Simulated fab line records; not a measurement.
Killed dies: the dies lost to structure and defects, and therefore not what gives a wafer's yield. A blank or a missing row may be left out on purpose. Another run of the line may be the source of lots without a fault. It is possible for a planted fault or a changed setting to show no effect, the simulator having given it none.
Matching of chambers || flow gf180mcu || rie_diel-04 running GF_SAB_ETCH_11: 4 sister chambers
The step etches SiO2 in C4F8/O2/Ar, target depth 55 nm, time 8.5 s. 8 wafers are shown with their chamber, then 7 later ones without.

## WAFERS PAIRED WITH THEIR CHAMBERS
{"wafer": "L205.2", "chamber": 1, "oes_product_au (a.u.)": 0.998}
{"wafer": "L205.6", "chamber": 2, "oes_product_au (a.u.)": 0.990}
{"wafer": "L208.1", "chamber": 0, "oes_product_au (a.u.)": 0.993}
{"wafer": "L208.4", "chamber": 2, "oes_product_au (a.u.)": 0.998}
{"wafer": "L210.3", "chamber": 1, "oes_product_au (a.u.)": 1.001}
{"wafer": "L210.5", "chamber": 3, "oes_product_au (a.u.)": 0.991}
{"wafer": "L211.1", "chamber": 0, "oes_product_au (a.u.)": 1.003}
{"wafer": "L211.2", "chamber": 3, "oes_product_au (a.u.)": 1.002}

## WAFERS WHOSE CHAMBER IS MISSING
{"wafer": "L211.5", "oes_product_au (a.u.)": 1.002}
{"wafer": "L216.4", "oes_product_au (a.u.)": 1.008}
{"wafer": "L216.5", "oes_product_au (a.u.)": 0.996}
{"wafer": "L216.6", "oes_product_au (a.u.)": 1.009}
{"wafer": "L222.2", "oes_product_au (a.u.)": 1.001}
{"wafer": "L222.3", "oes_product_au (a.u.)": 0.997}
{"wafer": "L222.5", "oes_product_au (a.u.)": 0.995}

## WHICH CHAMBER EACH ONE RAN IN
{"wafer": "L211.5", "from the rows above": "can't be placed: 1 or 0 or 3 or 2", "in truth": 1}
{"wafer": "L216.4", "from the rows above": "can't be placed: 1 or 0 or 3 or 2", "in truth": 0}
{"wafer": "L216.5", "from the rows above": "can't be placed: 3 or 0 or 2 or 1", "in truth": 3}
{"wafer": "L216.6", "from the rows above": "can't be placed: 1 or 0 or 3 or 2", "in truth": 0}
{"wafer": "L222.2", "from the rows above": "can't be placed: 1 or 0 or 3 or 2", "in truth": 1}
{"wafer": "L222.3", "from the rows above": "can't be placed: 3 or 0 or 1 or 2", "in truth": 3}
{"wafer": "L222.5", "from the rows above": "can't be placed: 2 or 3 or 0 or 1", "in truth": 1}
Correct placement for 0 of the 7. From these rows, 7 cannot be placed; in 7 the true chamber is one of the candidates. Placed wrongly: 0.
How it was worked out, from the rows above alone: a wafer's distance from a chamber is the root of the sum, over the readings, of the square of ((its reading less the chamber's mean) divided by the reading's scatter). If the next closest chamber is less than 2 further off than the closest, the wafer can't be placed; otherwise it belongs to the closest. A chamber's mean is the mean of its shown wafers. How the scatter is found: for the shown wafers, subtract from each reading the mean of its chamber, square and add these, divide the total by (wafers less chambers), then take the root.
